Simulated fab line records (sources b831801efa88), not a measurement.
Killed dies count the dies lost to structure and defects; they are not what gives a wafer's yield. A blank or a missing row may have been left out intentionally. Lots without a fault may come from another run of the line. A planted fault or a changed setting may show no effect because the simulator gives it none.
Comparing a struck lot with a sound one + flow sky130 + 14 out of 708 route steps
Sound: these wafers, L286.2, L286.4, L286.5. The struck wafers were L299.1, L299.3, L299.6. The cause is named last.
For every step that has rows: the tool of each side, followed by ch and its chambers, followed by its first start. Under that, the readings that differ: sound wafers + struck wafers + difference of the means + sigmas: that difference in standard deviations of wafers without a fault.
alike: readings with means less than 2 such deviations apart, plus words and numbers identical on both sides. not compared: withheld readings, readings lacking a value on some wafer, bounds such as >300 that could conceal the same value, and numbers that have no deviation in the record and whose values overlap.
A row with sigmas, a row that says differs or no value, or rows on one side alone: a step with any of these is where the two part. When numbers do not overlap yet have no deviation, they are printed without sigmas and do not part them. Lack of a reading on every wafer of one side parts them only where that side has two or more wafers.

first, 4 steps without rows for these wafers: SKY_METAL3_STRIP_20 (strips in post etch residue remover, time 1200 s); SKY_METAL3_CLEAN_21 (cleans in IPA, time 180 s); SKY_METAL3_CLEAN_22 (cleans in O3/DIW); SKY_VIA3_HDPCVD_00 (deposits SiO2, target thk 1635 nm, time 272.5 s).
SKY_VIA3_THK_MEAS_01:
  struck on film-metro-01, day 43 05:01; sound on film-metro-01, day 38 19:50
  alike: VIA3_HDPCVD_THK
SKY_VIA3_CMP_02: polishes SiO2.
  sound on cmp-01 ch 0,1,2, day 38 19:56; struck on cmp-02 ch 0,1,2, day 43 05:11
  alike: motor-current-A
SKY_VIA3_BOW_MEAS_03:
  struck on film-metro-01, day 43 05:23; sound on film-metro-04, day 38 20:13
  alike: VIA3_BOW
then, 5 steps without rows for these wafers: SKY_VIA3_DEHYDRATE_04 (time 60 s); SKY_VIA3_HMDS_05 (prime time 60 s); SKY_VIA3_COAT_06 (resist thk 60 nm); SKY_VIA3_COAT_07 (resist thk 450 nm); SKY_VIA3_SOFTBAKE_08 (time 90 s).
SKY_VIA3_EXPOSE_09: exposes mask VIM3, target cd 200 nm.
  struck on krf-scanner-02, day 43 17:11; sound on krf-scanner-02 ch 0, day 39 08:24
  no value came back on the struck wafers for exposure-dose-mJ-cm2, focus-offset-nm (nm), sigma-inner; on the sound wafers exposure-dose-mJ-cm2 reads 37.99 38.02 37.97
  alike: mask
following that, these wafers have no rows for 1 step: SKY_VIA3_PEB_10.

WHERE THEY PART
SKY_VIA3_EXPOSE_09 only, going by this record.

WHY: what the simulator had put in
Whole step skipped at SKY_VIA3_EXPOSE_09 on krf-scanner-02, starting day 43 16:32. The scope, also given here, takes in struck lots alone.
